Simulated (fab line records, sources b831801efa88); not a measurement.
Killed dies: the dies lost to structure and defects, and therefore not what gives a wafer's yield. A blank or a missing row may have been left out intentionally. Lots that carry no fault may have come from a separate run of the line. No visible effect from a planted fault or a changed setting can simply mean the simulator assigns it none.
Chamber matching || flow gf180mcu || GF_STI_ETCH_13 on rie diel-01 has 4 sister chambers
The step etches the open film in CHF3/O2, stops on Si, target depth 282.31 nm, time 112.9 s. 8 wafers are shown with their chamber, then 12 later ones without.

EACH WAFER AND ITS CHAMBER
{"wafer": "L083.2", "chamber": 1, "drypump motor current A (A)": 5.7, "oes product au (a.u.)": 0.829}
{"wafer": "L083.3", "chamber": 3, "drypump motor current A (A)": 5.4, "oes product au (a.u.)": 0.832}
{"wafer": "L087.1", "chamber": 2, "drypump motor current A (A)": 5.5, "oes product au (a.u.)": 0.837}
{"wafer": "L089.3", "chamber": 3, "drypump motor current A (A)": 5.4, "oes product au (a.u.)": 0.839}
{"wafer": "L089.6", "chamber": 2, "drypump motor current A (A)": 5.6, "oes product au (a.u.)": 0.841}
{"wafer": "L092.3", "chamber": 0, "drypump motor current A (A)": 6.0, "oes product au (a.u.)": 0.827}
{"wafer": "L092.4", "chamber": 1, "drypump motor current A (A)": 5.7, "oes product au (a.u.)": 0.823}
{"wafer": "L092.6", "chamber": 0, "drypump motor current A (A)": 5.9, "oes product au (a.u.)": 0.841}

WAFERS WITH NO CHAMBER GIVEN
{"wafer": "L094.1", "drypump motor current A (A)": 5.4, "oes product au (a.u.)": 0.844}
{"wafer": "L094.2", "drypump motor current A (A)": 6.0, "oes product au (a.u.)": 0.842}
{"wafer": "L094.4", "drypump motor current A (A)": 5.6, "oes product au (a.u.)": 0.831}
{"wafer": "L095.1", "drypump motor current A (A)": 5.7, "oes product au (a.u.)": 0.833}
{"wafer": "L095.4", "drypump motor current A (A)": 5.4, "oes product au (a.u.)": 0.834}
{"wafer": "L095.5", "drypump motor current A (A)": 5.9, "oes product au (a.u.)": 0.831}
{"wafer": "L096.2", "drypump motor current A (A)": 5.7, "oes product au (a.u.)": 0.836}
{"wafer": "L096.4", "drypump motor current A (A)": 5.9, "oes product au (a.u.)": 0.844}
{"wafer": "L096.5", "drypump motor current A (A)": 5.4, "oes product au (a.u.)": 0.844}
{"wafer": "L097.1", "drypump motor current A (A)": 5.9, "oes product au (a.u.)": 0.837}
{"wafer": "L097.2", "drypump motor current A (A)": 5.5, "oes product au (a.u.)": 0.844}
{"wafer": "L097.3", "drypump motor current A (A)": 5.7, "oes product au (a.u.)": 0.836}

CHAMBER TAKEN BY EACH
{"wafer": "L094.1", "from the rows above": "can't be placed: 3 or 2", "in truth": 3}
{"wafer": "L094.2", "from the rows above": 0, "in truth": 0}
{"wafer": "L094.4", "from the rows above": "can't be placed: 2 or 1", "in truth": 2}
{"wafer": "L095.1", "from the rows above": 1, "in truth": 1}
{"wafer": "L095.4", "from the rows above": 3, "in truth": 3}
{"wafer": "L095.5", "from the rows above": 0, "in truth": 0}
{"wafer": "L096.2", "from the rows above": "can't be placed: 1 or 2", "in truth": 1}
{"wafer": "L096.4", "from the rows above": 0, "in truth": 0}
{"wafer": "L096.5", "from the rows above": "can't be placed: 3 or 2", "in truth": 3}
{"wafer": "L097.1", "from the rows above": 0, "in truth": 0}
{"wafer": "L097.2", "from the rows above": "can't be placed: 2 or 3", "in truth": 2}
{"wafer": "L097.3", "from the rows above": "can't be placed: 1 or 2", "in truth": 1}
Placed correctly: 6 of 12. Cannot be placed on the basis of these rows: 6; the candidates contain the true chamber in 6. Wrongly placed: 0.
How it was worked out, from the rows above alone: a wafer's distance from a chamber is the root of the sum, over the readings, of the square of ((its reading less the chamber's mean) divided by the reading's scatter). The wafer belongs to the nearest chamber; if the next one is less than 2 further off, it can't be placed. Each chamber's mean is taken over the wafers shown for it. How the scatter is found: for the shown wafers, subtract from each reading the mean of its chamber, square and add these, divide the total by (wafers less chambers), then take the root.
